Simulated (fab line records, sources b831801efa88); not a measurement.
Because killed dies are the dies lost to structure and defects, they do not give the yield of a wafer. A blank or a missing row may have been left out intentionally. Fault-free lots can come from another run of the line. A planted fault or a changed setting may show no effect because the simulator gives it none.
Comparing a struck lot with a sound one :: flow gf180mcu :: 14 out of 602 route steps
Sound: these wafers, L894.2, L894.3, L894.4. Wafers struck: L906.4, L906.5, L906.6. The cause is given at the end.
At each step with rows: each side's tool, then ch and its chambers, then its first start. Under that, the readings that differ: sound wafers :: struck wafers :: difference of the means :: sigmas: that difference in standard deviations of wafers without a fault.
alike: a reading whose means differ by less than 2 such deviations, as well as words and numbers matching on both sides. not compared: withheld readings; readings where some wafer has no value; bounds like >300 that might hide an equal value; numbers whose values overlap and for which the record gives no deviation.
The two part at a step that has a row with sigmas, a row that says differs or no value, or rows on one side only. Non-overlapping numbers with no deviation appear without sigmas and do not part them. A reading that every wafer of one side lacks parts them only if that side has two wafers or more.

GF_VT_IMPLANT_RS_MEAS_49: the measuring method here is four-point-probe.
  sound on film_metro-04 at day 8 14:37; struck on film_metro-04 at day 12 01:11
  alike: MVPSD_RS
then, 4 steps without rows for these wafers: GF_VT_IMPLANT_WET_ETCH_50 (etches SiO2 in dHF, target depth 20 nm, time 400 s); GF_DUAL_GATE_CLEAN_00 (cleans in SC1/SC2, time 150 s); GF_DUAL_GATE_CLEAN_01 (cleans in dHF, time 20 s); GF_DUAL_GATE_OXIDATION_02 (stabilise 600 s, purge 300 s, target thk 10.887 nm).
GF_DUAL_GATE_THK_MEAS_03:
  sound on film_metro-03 at day 8 21:43; struck on film_metro-01 at day 12 03:59
  alike: DUAL_GATE_OXIDATION_00_THK
then, 6 steps without rows for these wafers: GF_DUAL_GATE_DEHYDRATE_04 (time 60 s); GF_DUAL_GATE_HMDS_05 (prime time 60 s); GF_DUAL_GATE_COAT_06 (resist thk 1000 nm); GF_DUAL_GATE_SOFTBAKE_07 (time 60 s); GF_DUAL_GATE_EXPOSE_08 (exposes mask Dualgate, target cd 700 nm); GF_DUAL_GATE_PEB_09.
GF_DUAL_GATE_DEVELOP_10: develop time 60 s.
  sound on litho_track-02 ch 0, day 9 14:34; struck on litho_track-02, day 12 23:16
  no value came back on the struck wafers for chill_plate_temp_C (C), develop_time_s (s); on the sound wafers chill_plate_temp_C (C) reads 22.96 23.21 23.07
GF_DUAL_GATE_OVL_MEAS_11:
  sound on overlay-01 at day 9 14:41; struck on overlay-02 at day 12 23:21
reading: DUAL_GATE_OVL (nm)
sound: 1.7 0.3 0.7
struck: - - -
difference: no value on the struck wafers
sigmas: 

WHERE THEY PART
Earliest at GF_DUAL_GATE_DEVELOP_10; latest, in this record, at GF_DUAL_GATE_OVL_MEAS_11.

WHY: the cause the simulator had injected
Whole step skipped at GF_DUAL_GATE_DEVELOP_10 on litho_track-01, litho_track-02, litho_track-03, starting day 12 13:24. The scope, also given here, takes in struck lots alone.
